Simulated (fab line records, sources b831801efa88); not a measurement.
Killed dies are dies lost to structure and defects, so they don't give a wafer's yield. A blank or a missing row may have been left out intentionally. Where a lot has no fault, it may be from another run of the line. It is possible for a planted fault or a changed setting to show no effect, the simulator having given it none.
Code-filled problem report in 8D (eight disciplines) form | flow sky130 | the parts of the form that need people (team, actions taken, sign-off) are left out

1. THE ISSUE
Wafers without a fault read 379.5 nm, standard deviation 2.4; cdNm at SKY_VT_ADJUST_HVTR_CD_MEAS_07 reads a mean of 398.0 nm on 9 wafers belonging to 3 lots. Relative to the usual mean, that is a shift of +7.7 standard deviations.
The step: target cd 380 nm.
First seen on wafer L692.1, day 15 19:17, on cdSem-01. Wafers with a number at this step in the record: 33, from 11 lots. Rule for "out" (also "out of limits"): further than 4 standard deviations from the usual mean. Any other wafer with a number is counted as sound.

2. WHAT IT IS, AND WHAT IT ISN'T
question                    | is                     | is not
which readings at this step | cdNm                   | -
which lots                  | L692, L693, L694       | L677, L680, L681, L682, L688, L696, L697, L698
which wafers of those lots  | all that have a number | -
read on which gauges        | cdSem-01, cdSem-02     | -
when                        | from day 15 19:17      | up to then (15 sound wafers); but 9 sound wafers of L696, L697, L698 came after

3. SUSPECTS, AND WHAT RULES EACH OUT
Counting: a tool stays on the suspect list if, at a process step up to the reading, it processed all lots that are out and no sound lot following the first of them.
- ruled out: the gauge at SKY_VT_ADJUST_HVTR_CD_MEAS_07. 2 gauges (cdSem-01, cdSem-02) read the wafers that are out.
- lithoTrack-01 at SKY_VT_ADJUST_HVTR_COAT_02 (resist thk 1140 nm): kept. Every lot that is out went through it, starting with L692 (day 15 05:17), and after that it ran no sound lot; the last sound lot it ran before then is L682 (day 11 08:26). Its own readings are out on those wafers: spinSpeedRpm.
After counting, what remains is lithoTrack-01 at SKY_VT_ADJUST_HVTR_COAT_02.

4. THE CAUSE (what the simulator had put in)
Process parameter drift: lithoTrack-01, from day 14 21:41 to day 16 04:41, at SKY_VT_ADJUST_HVTR_COAT_02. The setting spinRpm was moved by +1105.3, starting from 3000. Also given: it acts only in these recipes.
The count eliminated every tool but this one.

5. THE EFFECT CHAIN, in route order
Rows list readings where the struck wafers' mean (over those with a number) sits beyond 3 standard deviations from the usual. Only readings for which the record gives a usual standard deviation are gone through. hours: the time from each lot's start at the first step in this table that gives one to its start at this step, as a median over the lots. sigmas: the change in usual standard deviations.
hours | step                          | reading              | usual      | on struck wafers | change  | sigmas
0     | SKY_VT_ADJUST_HVTR_COAT_02    | spinSpeedRpm         | 2999.8 rpm | 4105.5           | +1105.7 | +99 or more
14    | SKY_VT_ADJUST_HVTR_CD_MEAS_07 | cdNm                 | 379.5 nm   | 398.0            | +18.5   | +7.7
17    | SKY_VT_ADJUST_HVTR_STRIP_10   | stripTimeToEndpointS | 14.18 s    | 12.38            | -1.80   | -49
Process steps it contains:
- SKY_VT_ADJUST_HVTR_COAT_02: resist thk 1140 nm.
- SKY_VT_ADJUST_HVTR_STRIP_10: strips in O2/N2.
At these later measuring or inspecting steps, every struck wafer for which the step has a row has a number for every such reading, and none has moved that far: SKY_SONOS_ONO_THK_MEAS_01.

6. WHAT WOULD HAVE CAUGHT IT SOONER
The first out-of-limits reading at a measuring or inspecting step in this record came at day 15 19:17, 22 hours after the fault's start at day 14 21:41.
The tool's own readings at SKY_VT_ADJUST_HVTR_COAT_02 were out on every struck wafer that the step has a row for (spinSpeedRpm): an alarm limit on them would have fired on the first of those.
Each of the lots that are out, 3 in all, had begun SKY_VT_ADJUST_HVTR_COAT_02 on lithoTrack-01 no later than day 15 19:17. Holding the tool at that point would not have protected any of them.
